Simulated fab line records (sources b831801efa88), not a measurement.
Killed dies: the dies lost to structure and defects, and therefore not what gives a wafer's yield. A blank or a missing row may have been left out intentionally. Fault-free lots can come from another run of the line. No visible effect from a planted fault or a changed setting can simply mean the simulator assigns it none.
Matching of chambers | flow gf180mcu | 4 sister chambers for GF_PASSIVATION_ETCH_11 on rieDiel-02
The step etches the open film in CF4/O2, stops on TiN, target depth 2040 nm, time 453.3 s. 4 wafers are shown with their chamber, then 7 later ones without.

## WAFERS PAIRED WITH THEIR CHAMBERS
wafer  | chamber | drypumpMotorCurrentA (A)
L083.2 | 3       | 5.56
L083.4 | 0       | 5.52
L086.1 | 2       | 5.97
L086.3 | 1       | 5.50

## WAFERS WHOSE CHAMBER IS MISSING
wafer  | drypumpMotorCurrentA (A)
L086.6 | 5.52
L087.1 | 5.97
L087.3 | 5.50
L087.4 | 5.56
L092.1 | 5.49
L092.3 | 6.01
L092.5 | 5.57

## THE CHAMBER EACH PASSED THROUGH
wafer  | from the rows above     | in truth
L086.6 | can't be placed: 0 or 1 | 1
L087.1 | 2                       | 2
L087.3 | can't be placed: 1 or 0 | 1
L087.4 | 3                       | 3
L092.1 | can't be placed: 1 or 0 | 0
L092.3 | 2                       | 2
L092.5 | 3                       | 3
4 of 7 placed correctly. Can't be placed from these rows: 3 (the true chamber is among the candidates in 3). Number placed wrongly: 0.
How it was worked out, from the rows above alone: a wafer's distance from a chamber is the root of the sum, over the readings, of the square of ((its reading less the chamber's mean) divided by the reading's scatter). If the next closest chamber is less than 2 further off than the closest, the wafer can't be placed; otherwise it belongs to the closest. For every chamber, the mean is computed from those of its wafers that are shown. The scatter (one wafer shown for each chamber): square how far every hidden wafer sits from the nearest shown wafer, average those squares and take the square root.
